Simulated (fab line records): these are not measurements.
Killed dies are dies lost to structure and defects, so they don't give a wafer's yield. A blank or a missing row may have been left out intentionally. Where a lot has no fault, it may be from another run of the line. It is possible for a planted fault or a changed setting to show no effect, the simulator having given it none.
Struck lot and sound lot, side by side / flow gf180mcu / 22 steps out of a route of 602
Sound: the wafers L160.3, L160.4, L160.5. Wafers struck: L165.3, L165.4, L165.6. The cause is given at the end.
Each step with rows lists, per side, the tool, then ch with its chambers, then its first start. Under that, the readings that differ: sound wafers / struck wafers / difference of the means / sigmas: that difference in standard deviations of wafers without a fault.
alike: readings with means less than 2 such deviations apart, plus words and numbers identical on both sides. not compared: withheld readings, readings lacking a value on some wafer, bounds such as >300 that could conceal the same value, and numbers that have no deviation in the record and whose values overlap.
Wherever a step has rows on one side only, a row that says differs or no value, or a row with sigmas, the two part there. Numbers that have no deviation but don't overlap get no sigmas and don't part them. A reading missing from all wafers of one side parts the sides only when that side holds two or more wafers.

first, 3 steps without rows for these wafers: GF_M2_STRIP_18 (strips in post etch residue remover, time 1200 s); GF_M2_CLEAN_19 (cleans in DIW); GF_V2_CVD_00 (deposits SiO2, target thk 600 nm, time 100 s).
GF_V2_THK_MEAS_01:
  sound on film_metro-02 at day 24 04:44; struck on film_metro-02 at day 25 20:59
  alike: V2_CVD_00_THK
GF_V2_CVD_02: deposits SiO2 from TEOS, target thk 850 nm, time 94.851 s.
  sound on pecvd-04 ch 1,2, day 24 04:47; struck on pecvd-04 ch 1,2, day 25 21:02
  alike: heater_power_w
GF_V2_THK_MEAS_03:
  sound on film_metro-01 at day 24 04:52; struck on film_metro-04 at day 25 21:07
reading=V2_CVD_02_THK (nm); sound=834 849 863; struck=866 874 879; difference=+24; sigmas=+2
GF_V2_CMP_04: polishes SiO2.
  sound on cmp-02 ch 1,2,3, day 24 04:58; struck on cmp-01 ch 0,2,3, day 26 00:13
  alike: motor_current_A, time_to_endpoint_s
GF_V2_BOW_MEAS_05:
  sound on film_metro-02 at day 24 05:15; struck on film_metro-01 at day 26 00:30
  alike: V2_BOW
then, 4 steps without rows for these wafers: GF_V2_DEHYDRATE_06 (time 60 s); GF_V2_HMDS_07 (prime time 60 s); GF_V2_COAT_08; GF_V2_COAT_09 (resist thk 1000 nm).
GF_V2_SOFTBAKE_10: time 60 s.
  sound on litho_track-01 ch 0, day 24 16:00; struck on litho_track-01 ch 0, day 26 10:00
reading=heater_power_total_W (W); sound=92.90 93.05 93.15; struck=101.42 101.51 101.54; difference=+8.46; sigmas=+99 or more
reading=plate_temp_C (C); sound=129.91 129.82 129.92; struck=138.99 138.63 138.88; difference=+8.95; sigmas=+69
reading=model.KrF_of_V2_COAT_09.thk_nm (nm); sound=1002 1003 1000; struck=985.1 988.1 990.9; difference=-13.6; sigmas=
  alike: resist_line_temp_C
then, 2 steps without rows for these wafers: GF_V2_EXPOSE_11 (exposes mask Via2, target cd 260 nm); GF_V2_PEB_12 (peb time 90 s).
GF_V2_DEVELOP_13: develop time 61.13 s.
  sound on litho_track-01 ch 0, day 25 03:20; struck on litho_track-03 ch 0, day 26 21:02
reading=model.V2.cd_nm (nm); sound=259.7 260.1 259.5; struck=294.2 292.5 293.3; difference=+33.6; sigmas=
reading=model.KrF_of_V2_COAT_09.thk_nm (nm); sound=987.2 987.8 985.2; struck=970.3 973.3 976.1; difference=-13.5; sigmas=
  alike: resist_line_temp_C
GF_V2_CD_MEAS_14: target cd 260 nm.
  sound on cd_sem-01 at day 25 03:29; struck on cd_sem-02 at day 26 21:10
reading=cd_nm (nm); sound=259.3 259.8 259.4; struck=293.9 292.8 293.1; difference=+33.8; sigmas=+28
GF_V2_OVL_MEAS_15:
  sound on overlay-01 at day 25 03:34; struck on overlay-01 at day 26 21:16
  alike: V2_OVL
GF_V2_ETCH_16: etches BARC in N2/H2.
  sound on rie_diel-03 ch 1,3, day 25 03:35; struck on rie_diel-03 ch 0,1,2, day 26 21:17
  alike: drypump_motor_current_A, oes_product_au, throttle_valve_pct
GF_V2_ETCH_17: etches SiO2 in C4F8/O2/Ar, stops on TiN, target depth 630 nm.
  sound on rie_diel-03 ch 1,3; struck on rie_diel-03 ch 0,1,2
reading=model.V2.cd_nm (nm); sound=260 260.1 260; struck=293.9 291 292.8; difference=+32.5; sigmas=
  alike: oes_product_au
GF_V2_STRIP_18: strips in O2/N2.
  sound on plasma_asher-02 ch 0,1, day 25 03:46; struck on plasma_asher-03 ch 0,1, day 26 21:27
  alike: drypump_motor_current_A, heater_power_w, o2_flow_sccm, oes_product_au, platen_temp_c
  not compared: rf_hours_counter_h
-- the record jumps here: 7 days lie between the struck wafers' starts before and after (it left off in module V2 and takes up again in module PASSIVATION, whose first step shown is number 602 of the route) --
GF_PASSIVATION_PROBE_99:
  sound on prober-01 at day 32 22:44; struck on prober-02 at day 34 02:56
reading=model.etest.via2_chain.rc_ohm; sound=6.487 6.284 6.264; struck=4.961 5.195 4.976; difference=-1.301; sigmas=

== WHERE THEY PART ==
At GF_V2_THK_MEAS_03 first; at GF_V2_CD_MEAS_14 last (within this record only). Later steps at which nothing parts them and some readings are alike: GF_V2_OVL_MEAS_15, GF_V2_ETCH_16, GF_V2_ETCH_17, GF_V2_STRIP_18.

WHY: what had been put in by the simulator
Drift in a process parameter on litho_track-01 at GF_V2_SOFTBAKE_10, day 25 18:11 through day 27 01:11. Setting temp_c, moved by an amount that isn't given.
